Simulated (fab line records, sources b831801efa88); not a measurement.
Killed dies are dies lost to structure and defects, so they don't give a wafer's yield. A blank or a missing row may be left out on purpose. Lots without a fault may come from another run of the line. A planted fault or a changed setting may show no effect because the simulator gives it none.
One fault seen from 2 desks | flow gf180mcu | each desk has only its own numbers; what lay behind them comes last

THE METROLOGY DESK
What the gauges read, lot by lot, whatever tool the lot ran on: means of the sampled wafers that have a number. A lot is out of limits, marked OUT, if its mean lies more than 4 standard deviations from the usual mean; the brackets give that distance.
Columns: A = cd_nm at GF_V4_CD_MEAS_14, usual 260.1 nm; B = V4_OVL at GF_V4_OVL_MEAS_15, usual 4 nm
lot  | first seen here | A     | B
L577 | day 24 20:31    | 259.6 | 11
L578 | day 25 05:42    | 259.3 | 14
L589 | day 28 14:44    | 259.2 | 4
L593 | day 30 01:07    | 260.4 | 4
L594 | day 30 02:49    | 258.4 | 7
This desk's finding: nothing out of limits on any of the 5 lots.

THE TOOL OWNER'S DESK: pvd_sputter-04
The tool's own readings at GF_V4_SPUTTER_21 (material Ti, target thk 15 nm, time 80.02 s): means of the sampled wafers that have a number, for each lot that ran on this tool. A lot is out of limits, marked OUT, if its mean lies more than 4 standard deviations from the usual mean; the brackets give that distance.
Columns: A = throttle_valve_pct at GF_V4_SPUTTER_21, usual 29.8 %
lot  | first seen here | A
L578 | day 25 06:31    | 29.9
L589 | day 28 15:32    | 29.6
This desk's finding: nothing out of limits on any of the 2 lots.

PUT TOGETHER
The metrology desk saw nothing out of limits.
The tool owner's desk saw nothing out of limits.

WHAT THE SIMULATOR HAD PUT IN
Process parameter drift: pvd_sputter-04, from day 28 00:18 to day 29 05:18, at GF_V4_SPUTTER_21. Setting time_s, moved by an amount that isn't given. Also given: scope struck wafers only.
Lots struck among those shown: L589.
